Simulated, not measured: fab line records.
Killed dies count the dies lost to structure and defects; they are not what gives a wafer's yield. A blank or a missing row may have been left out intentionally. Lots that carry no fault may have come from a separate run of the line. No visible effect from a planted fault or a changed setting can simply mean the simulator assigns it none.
fab line records    flow sky130
[record] lots = 12  wafers = 36  last-day = 51
route steps=708 shown PWDE@84 VT_ADJUST_LVTN@115 VT_ADJUST_HVTR@134 PAD_OPEN@708
lots with no fault: from the same line, run without faults
start-h: hours from the record's first day to the start of the lot's first wafer shown    wait-h: hours since the lot's step before    " unchanged from the row above    L1.1+2: a single row standing in for several wafers    - no value, or no start given    * or withheld: withheld    < > ~ a bound
route shown NAME@n: a module of which the file shows steps, and the number in the route of the first    usual: mean and standard deviation over wafers with no fault    same: alike in all rows    chamber/n: place in a boat    sites: per-site readings    _std_site: their standard deviation    _edge_site: the outer-site mean with the inner-site mean subtracted    radius-mm: how far each site lies from the wafer's centre    mask NAME#n: copy n    behind: the tool/chamber that last shaped the wafer    hold: cause of the lot's hold/its duration in hours/its outcome    device: names the non-switching transistor (n, p or np)    end of line: at the end of the route, the tests of the same wafers    for a step that has no rows: nothing shown but its recipe    killed: count of dies lost to structure and defects at first sort (not the wafer's yield)    map: a wafer's dies, x killed, . not, _ none there
set.NAME: the setting as run; set.NAME@STEP: as run at that earlier step    model.NAME: the simulator's own value behind a step, which no gauge read
a sample of lots followed through the steps of the route, with each step as a table and each wafer as a row
services: the hour from which a tool's chamber was out of use, counted from the record's first day as start-h (under 0 if before that day), plus the number of hours and why
[[steps]]
[step SKY_NWELL_RS_MEAS_31]
[recipe] thk-meas-gauge = four-point-probe
[usual] PWDE_RS = 5269/18
lot.wafer  tool           chamber  start-h  wait-h  PWDE_RS[ohm/sq]
L895.4     film-metro-03  -        114.61   0.1     5268
L895.5     "              -        "        "       5268
L895.6     "              -        "        "       5258
L904.1     film-metro-03  -        165.17   0.1     5269
L904.3     "              -        "        "       5283
L904.5     "              -        "        "       5259
L905.1     film-metro-03  -        174.87   0.1     5298
L905.2     "              -        "        "       5282
L905.4     "              -        "        "       5281
L907.2     film-metro-04  -        181.47   0.1     5284
L907.4     "              -        "        "       5262
L907.6     "              -        "        "       5283
L908.2     film-metro-04  -        186.07   0.1     5276
L908.3     "              -        "        "       5253
L908.6     "              -        "        "       5279
L910.2     film-metro-03  -        208.57   0.1     5302
L910.3     "              -        "        "       5276
L910.4     "              -        "        "       5294
L911.2     film-metro-03  -        209.33   0.1     5324
L911.3     "              -        "        "       5281
L911.5     "              -        "        "       5307
L912.2     film-metro-04  -        215.32   0.1     5246
L912.4     "              -        "        "       5263
L912.5     "              -        "        "       5256
L914.1     film-metro-04  -        224.57   0.1     5246
L914.2     "              -        "        "       5256
L914.3     "              -        "        "       5261
L915.1     film-metro-03  -        232.22   0.1     5275
L915.5     "              -        "        "       5275
L915.6     "              -        "        "       5288
L917.1     film-metro-03  -        258.06   0.1     5282
L917.4     "              -        "        "       5280
L917.5     "              -        "        "       5315
L916.1     film-metro-01  -        258.41   0.1     5264
L916.2     "              -        "        "       5254
L916.6     "              -        "        "       5253
[step SKY_VT_ADJUST_LVTN_OVL_MEAS_18]
[usual] VT_ADJUST_LVTN_01_OVL = 0.8/1.4
lot.wafer  tool        chamber  start-h  wait-h  VT_ADJUST_LVTN_01_OVL[nm]
L895.4     overlay-01  -        169.73   0.1     -0.7
L895.5     "           -        "        "       2.5
L895.6     "           -        "        "       1.4
L904.1     overlay-02  -        229.38   0.1     -0.2
L904.3     "           -        "        "       -1.1
L904.5     "           -        "        "       -0.4
L905.1     overlay-01  -        239.21   0.1     -0.2
L905.2     "           -        "        "       -1.0
L905.4     "           -        "        "       -1.5
L907.2     overlay-01  -        249.07   0.1     -0.7
L907.4     "           -        "        "       -0.9
L907.6     "           -        "        "       -2.2
L908.2     overlay-01  -        251.98   0.1     0.9
L908.3     "           -        "        "       1.3
L908.6     "           -        "        "       -0.1
L910.2     overlay-02  -        279.58   0.1     2.0
L910.3     "           -        "        "       1.5
L910.4     "           -        "        "       2.1
L911.2     overlay-01  -        279.88   0.1     1.9
L911.3     "           -        "        "       0.7
L911.5     "           -        "        "       2.1
L912.2     overlay-02  -        286.58   0.1     2.2
L912.4     "           -        "        "       2.8
L912.5     "           -        "        "       0.1
L914.1     overlay-02  -        297.16   0.1     2.9
L914.2     "           -        "        "       2.5
L914.3     "           -        "        "       2.7
L915.1     overlay-01  -        306.43   0.1     -0.5
L915.5     "           -        "        "       1.3
L915.6     "           -        "        "       1.6
L917.1     overlay-01  -        335.13   0.1     2.3
L917.4     "           -        "        "       0.4
L917.5     "           -        "        "       -0.5
L916.1     overlay-01  -        335.71   0.1     -0.3
L916.2     "           -        "        "       -1.5
L916.6     "           -        "        "       -2.8
[step SKY_VT_ADJUST_HVTR_SOFTBAKE_03]
[recipe] temp-c = 90  time-s = 60.99  resist = NOVOLAK
[usual] plate-sensor-t-centre-C = 90.759/0.0099  plate-sensor-t-edge-C = 90.828/0.011  resist-line-temp-C = 23.01/0.1
[same] time-s = 60.99
lot.wafer  tool            chamber  start-h  wait-h  plate-sensor-t-centre-C  plate-sensor-t-edge-C  resist-line-temp-C
L895.4     litho-track-03  0        200.66   0.1     90.747                   90.836                 23.02
L895.5     "               0        "        "       90.763                   90.836                 22.77
L895.6     "               0        "        "       90.747                   90.834                 22.81
L904.1     litho-track-02  0        265.41   0.1     90.765                   90.805                 23.14
L904.3     "               0        "        "       90.757                   90.811                 22.88
L904.5     "               0        "        "       90.755                   90.832                 23.02
L905.1     litho-track-01  0        276.48   0.1     90.750                   90.827                 22.95
L905.2     "               0        "        "       90.740                   90.801                 23.04
L905.4     "               0        "        "       90.759                   90.826                 22.97
L907.2     litho-track-02  0        286.54   0.1     90.742                   90.835                 23.01
L907.4     "               0        "        "       90.760                   90.835                 22.87
L907.6     "               0        "        "       90.772                   90.834                 23.02
L908.2     litho-track-01  0        288.85   0.1     90.779                   90.811                 22.93
L908.3     "               0        "        "       90.741                   90.823                 22.94
L908.6     "               0        "        "       90.744                   90.810                 23.12
L910.2     litho-track-01  0        316.90   0.1     90.758                   90.837                 23.10
L910.3     "               0        "        "       90.779                   90.819                 23.00
L910.4     "               0        "        "       90.759                   90.830                 23.17
L911.2     litho-track-03  0        317.76   0.1     90.768                   90.822                 22.85
L911.3     "               0        "        "       90.767                   90.820                 22.91
L911.5     "               0        "        "       90.760                   90.813                 22.93
L912.2     litho-track-03  0        324.76   0.1     90.756                   90.825                 22.80
L912.4     "               0        "        "       90.757                   90.828                 22.89
L912.5     "               0        "        "       90.756                   90.823                 22.90
L914.1     litho-track-01  0        337.48   0.1     90.764                   90.838                 22.86
L914.2     "               0        "        "       90.751                   90.841                 22.95
L914.3     "               0        "        "       90.760                   90.849                 22.94
L915.1     litho-track-01  0        345.88   0.1     90.761                   90.816                 22.92
L915.5     "               0        "        "       90.766                   90.826                 23.00
L915.6     "               0        "        "       90.753                   90.828                 23.00
L917.1     litho-track-03  0        376.68   0.1     90.754                   90.836                 23.00
L917.4     "               0        "        "       90.770                   90.844                 22.98
L917.5     "               0        "        "       90.734                   90.827                 23.01
L916.1     litho-track-03  0        377.28   0.1     90.760                   90.845                 23.08
L916.2     "               0        "        "       90.750                   90.834                 22.99
L916.6     "               0        "        "       90.752                   90.813                 23.15
[step SKY_VT_ADJUST_HVTR_STRIP_10]
[recipe] chemistry = O2/N2  power-w = 1400  pressure-mtorr = 1500  platen-temp-c = withheld  o2-flow-sccm = 3000  n2-flow-sccm = 300  overash-fraction = 0.5
[usual] chamber-pressure-mTorr = 1500.0/1.3  drypump-motor-current-A = 6.0/0.35  oes-product-au = 0.716/0.0042  strip-time-to-endpoint-s = 14.16/0.05
lot.wafer  tool             chamber  start-h  wait-h  chamber-pressure-mTorr  drypump-motor-current-A  oes-product-au  rf-hours-counter-h  strip-time-to-endpoint-s
L895.4     plasma-asher-03  1        212.37   0.1     1496.8                  6.4                      0.711           -                   14.15
L895.5     "                1        "        "       1503.7                  6.4                      0.723           -                   14.16
L895.6     "                0        "        "       1501.7                  5.5                      0.715           -                   14.13
L904.1     plasma-asher-03  0        278.22   0.1     1500.0                  5.4                      0.652           56                  16.30
L904.3     "                1        "        "       1502.2                  6.4                      0.641           -                   16.35
L904.5     "                0        "        "       1499.8                  5.4                      0.647           -                   16.36
L905.1     plasma-asher-03  0        289.04   0.1     1500.2                  5.4                      0.652           57                  16.43
L905.2     "                1        "        "       1500.0                  6.4                      0.643           57                  16.39
L905.4     "                1        "        "       1497.8                  6.4                      0.649           -                   16.40
L907.2     plasma-asher-02  1        299.39   0.1     1499.9                  6.2                      0.716           47                  14.16
L907.4     "                0        "        "       1499.3                  6.1                      0.723           -                   14.18
L907.6     "                1        "        "       1499.2                  6.2                      0.719           -                   14.20
L908.2     plasma-asher-02  1        301.52   0.1     1499.2                  6.2                      0.713           47                  14.14
L908.3     "                0        "        "       1500.8                  6.1                      0.723           -                   14.15
L908.6     "                0        "        "       1499.2                  6.1                      0.712           -                   14.16
L910.2     plasma-asher-01  0        331.18   0.1     1499.6                  6.3                      0.713           64                  14.12
L910.3     "                0        "        "       1499.1                  6.3                      0.715           -                   14.08
L910.4     "                1        "        "       1500.1                  5.7                      0.714           -                   14.09
L911.2     plasma-asher-01  0        331.77   0.1     1500.4                  6.3                      0.718           65                  14.14
L911.3     "                0        "        "       1499.4                  6.3                      0.713           -                   14.17
L911.5     "                0        "        "       1501.4                  6.3                      0.718           -                   14.15
L912.2     plasma-asher-01  1        338.97   0.1     1499.5                  5.6                      0.723           65                  14.20
L912.4     "                1        "        "       1499.7                  5.6                      0.719           -                   14.19
L912.5     "                0        "        "       1500.4                  6.2                      0.717           -                   14.21
L914.1     plasma-asher-02  0        351.17   0.1     1498.8                  6.1                      0.711           52                  14.03
L914.2     "                1        "        "       1500.5                  6.3                      0.721           52                  14.08
L914.3     "                0        "        "       1500.8                  6.1                      0.720           -                   14.07
L915.1     plasma-asher-02  1        359.82   0.1     1499.6                  6.2                      0.716           53                  14.13
L915.5     "                0        "        "       1498.2                  6.0                      0.715           -                   14.16
L915.6     "                1        "        "       1499.9                  6.2                      0.719           -                   14.10
L917.1     plasma-asher-01  1        391.34   0.1     1503.0                  5.6                      0.722           70                  14.24
L917.4     "                0        "        "       1499.3                  6.3                      0.714           -                   14.22
L917.5     "                1        "        "       1498.7                  5.6                      0.707           -                   14.22
L916.1     plasma-asher-02  1        392.32   0.1     1500.0                  6.2                      0.722           57                  14.18
L916.2     "                0        "        "       1499.1                  6.0                      0.716           57                  14.19
L916.6     "                0        "        "       1499.5                  6.1                      0.718           -                   14.23
[step SKY_PAD_OPEN_PROBE_99]
[usual] killed_at_M0_to_M3 = 45/6.9  killed_at_M4_up = 3.2/1.8  killed-at-contacts = 25/5.3  killed-at-front-end = 16/4.3  killed-at-other = 0.2/0.52  killed-dies = 88/8.7  killed-open = 48/6.5  killed-short = 40/6
[same] gross-dies = 492  killed-at-back-side = 0
lot.wafer  tool       chamber  start-h  wait-h  killed_at_M0_to_M3  killed_at_M4_up  killed-at-contacts  killed-at-front-end  killed-at-other  killed-dies  killed-open  killed-short
L904.1     prober-01  -        1136.63  0.1     50                  4                27                  9                    0                90           46           44
L904.3     prober-01  -        1136.73  0.2     45                  3                29                  12                   0                89           53           36
L904.5     prober-01  -        1136.83  0.2     48                  6                28                  10                   0                92           51           41
L905.1     prober-01  -        1151.74  0.1     38                  0                12                  20                   0                70           34           35
L905.2     prober-01  -        1151.79  0.1     46                  1                19                  21                   0                87           55           31
L905.4     prober-01  -        1151.89  0.2     36                  1                20                  19                   1                77           38           38
L915.1     prober-02  -        1187.01  0.1     29                  4                24                  12                   0                69           45           24
L915.5     prober-02  -        1187.21  0.2     44                  2                23                  12                   0                81           46           35
L915.6     prober-02  -        1187.26  0.2     42                  3                26                  16                   0                87           48           39
// killed by level:class
L904.1 VIA1:geometric-particle:open=14 LI_CONTACT:geometric-particle:open=7 CONTACT:geometric-particle:open=7 METAL2:geometric-particle:short=7 VIA1:geometric-particle:short=6 VIA2:geometric-particle:open=6 LOCAL_INTERCONNECT:geometric-particle:short=5 POLY_GATE:geometric-particle:short=4
L904.3 METAL2:geometric-particle:short=11 LI_CONTACT:geometric-particle:open=10 CONTACT:geometric-particle:open=8 VIA2:geometric-particle:open=7 METAL1:geometric-particle:open=6 LOCAL_INTERCONNECT:geometric-particle:short=5 VIA3:geometric-particle:open=5 VIA1:geometric-particle:open=5
L904.5 VIA1:geometric-particle:open=13 LI_CONTACT:geometric-particle:open=9 METAL1:geometric-particle:short=7 VIA1:geometric-particle:short=7 CONTACT:geometric-particle:open=6 VIA2:geometric-particle:open=6 METAL4:geometric-particle:short=4 LI_CONTACT:geometric-particle:short=4
L905.1 METAL2:geometric-particle:short=8 VIA3:geometric-particle:open=8 POLY_GATE:geometric-particle:short=6 POLY_GATE:geometric-particle:open=5 LI_CONTACT:geometric-particle:open=5 VIA1:geometric-particle:open=5 METAL1:geometric-particle:short=4 FIELD_ISO:geometric-particle:short=3
L905.2 VIA1:geometric-particle:open=12 VIA3:geometric-particle:open=11 LI_CONTACT:geometric-particle:open=6 CONTACT:geometric-particle:open=6 VIA2:geometric-particle:open=6 FIELD_ISO:geometric-particle:open=5 SPACER:geometric-particle:short=4 METAL1:geometric-particle:short=4
L905.4 METAL1:geometric-particle:short=10 LI_CONTACT:geometric-particle:open=9 VIA1:geometric-particle:short=6 VIA1:geometric-particle:open=6 FIELD_ISO:geometric-particle:open=5 POLY_GATE:geometric-particle:short=4 CONTACT:geometric-particle:open=4 POLY_GATE:geometric-particle:open=3
L915.1 CONTACT:geometric-particle:open=12 VIA1:geometric-particle:open=8 LI_CONTACT:geometric-particle:open=5 VIA3:geometric-particle:open=5 FIELD_ISO:geometric-particle:open=4 CONTACT:geometric-particle:short=4 METAL1:geometric-particle:short=3 POLY_GATE:geometric-particle:open=3
L915.5 VIA1:geometric-particle:open=14 METAL1:geometric-particle:short=6 LI_CONTACT:geometric-particle:open=6 LOCAL_INTERCONNECT:geometric-particle:short=6 CONTACT:geometric-particle:open=6 VIA3:geometric-particle:open=6 VIA1:geometric-particle:short=5 METAL2:geometric-particle:short=5
L915.6 CONTACT:geometric-particle:open=10 VIA3:geometric-particle:open=10 VIA2:geometric-particle:open=7 LI_CONTACT:geometric-particle:open=7 POLY_GATE:geometric-particle:short=5 VIA1:geometric-particle:open=5 METAL2:geometric-particle:short=5 FIELD_ISO:geometric-particle:short=4
[[services]]
tool             chamber  start-h  hours  kind
plasma-asher-02  -        241.67   2.8    pm
litho-track-03   -        268.64   -      consumable-replace:filter
plasma-asher-02  -        276.93   1.6    repair
plasma-asher-02  -        283.88   7.5    repair
plasma-asher-03  -        312.53   0.6    repair
plasma-asher-03  -        372.71   4.4    repair
[[key]]
[first-sign] step = SKY_VT_ADJUST_HVTR_STRIP_10  reading = strip-time-to-endpoint-s  direction = up  sigmas = 44  usual = *  struck = *
[effect] step = SKY_VT_ADJUST_HVTR_STRIP_10  reading = oes-product-au  direction = down  sigmas = 16  usual = 0.716  struck = 0.647
met-at SKY_VT_ADJUST_HVTR_STRIP_10
struck-lots L904,L905
tester-left-out L904,L905
not-acting-at SKY_NWELL_RS_MEAS_31,SKY_VT_ADJUST_LVTN_OVL_MEAS_18,SKY_VT_ADJUST_HVTR_SOFTBAKE_03
onset-between 212.37 278.22
[fault] kind = process-parameter-drift  tool = plasma-asher-03  chamber = -  onset-h = 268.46  steps = SKY_VT_ADJUST_HVTR_STRIP_10  channel = power-w  offset = *  shape = step  end-h = 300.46  acts-in = *  stated = *
// tester-left-out: of these lots the tester's yield and bins aren't shown, on N5 and GAA mostly nor the transistor test; their killed dies are dies lost to structure and defects alone, not to doping, threshold or leakage, so they don't give the yield
